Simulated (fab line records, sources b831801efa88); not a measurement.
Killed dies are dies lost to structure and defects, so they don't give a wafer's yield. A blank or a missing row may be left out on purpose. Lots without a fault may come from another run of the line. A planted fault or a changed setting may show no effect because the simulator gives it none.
Problem report in the 8D (eight disciplines) form, filled by code | flow sky130 | the parts of the form that need people (team, actions taken, sign-off) are left out

1. THE PROBLEM
strip_time_to_endpoint_s at SKY_METAL1_STRIP_20 reads a mean of 3.18 s on 5 wafers of 3 lots; wafers without a fault read 2.75 s with a standard deviation of 0.08. That is +5.4 standard deviations from the usual mean.
The step: strips in O2/N2.
First seen on wafer L962.3, day 36 23:01, on plasma_asher-04. The record holds 33 wafers of 11 lots with a number at this step. Rule for "out", or "out of limits": more than 4 standard deviations from the usual mean. The other wafers with a number count as sound.

2. WHAT IT IS AND WHAT IT IS NOT
question                    | is                                     | is not
which readings at this step | strip_time_to_endpoint_s               | drypump_motor_current_A
which lots                  | L959, L962, L965                       | L953, L954, L960, L968, L970, L971, L973, L975
which wafers of those lots  | L959.6, L962.3, L962.6, L965.1, L965.3 | L959.2, L959.4, L962.2, L965.5
read on which tools         | plasma_asher-02, plasma_asher-04       | plasma_asher-03
when                        | from day 36 23:01                      | up to then (7 sound wafers); but 21 sound wafers of L959, L960, L965, L968, L970, L971, L973, L975 came after

3. SUSPECTS, AND WHAT RULES EACH OUT
Counting: a tool at a process step up to the reading stays a suspect if it ran every lot that is out. Sound lots after the first of them don't rule it out here, since some wafers of a struck lot are sound.
- rie_metal-03 at SKY_METAL1_DESCUM_17 (chemistry O2, time 8 s): kept. It ran every lot that is out, first L962 (day 36 22:50); its last sound lot up to then is L954 (day 34 09:20).
- rie_metal-03 at SKY_METAL1_METAL_ETCH_19 (etches the open film in Cl2/BCl3, stops on SiO2, target depth 360 nm, time 78 s): kept. It ran every lot that is out, first L962 (day 36 22:56); its last sound lot up to then is L954 (day 34 09:25).
Left after counting: rie_metal-03 at SKY_METAL1_DESCUM_17, rie_metal-03 at SKY_METAL1_METAL_ETCH_19.

4. THE CAUSE (what the simulator had put in)
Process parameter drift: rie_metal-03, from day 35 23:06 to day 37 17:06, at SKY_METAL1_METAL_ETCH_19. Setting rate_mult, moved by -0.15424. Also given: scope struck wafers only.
Counting left 2 suspects, and this tool is among them.

5. THE CHAIN OF EFFECTS, in route order
Each row: a reading whose mean over the struck wafers that have a number lies more than 3 standard deviations from the usual. Only readings for which the record gives a usual standard deviation are gone through. hours: the time from each lot's start at the first step in this table that gives one to its start at this step, as a median over the lots. sigmas: the change in usual standard deviations.
hours | step                | reading                  | usual  | on struck wafers | change | sigmas
0     | SKY_METAL1_STRIP_20 | strip_time_to_endpoint_s | 2.75 s | 3.18             | +0.43  | +5.4
The process steps in it:
- SKY_METAL1_STRIP_20: strips in O2/N2.

6. WHAT WOULD HAVE CAUGHT IT SOONER
In this record the first reading out of limits was taken at day 36 23:01, 24 hours after the fault began at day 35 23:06.
Of the tool readings at SKY_METAL1_METAL_ETCH_19 for which the record gives a usual standard deviation, none was out on any struck wafer, so an alarm limit of 4 standard deviations on them would not have fired.
Of the lots that are out (3), L959, L965 began SKY_METAL1_METAL_ETCH_19 on rie_metal-03 after day 36 23:01. A hold on the tool at that time would have spared those 2.
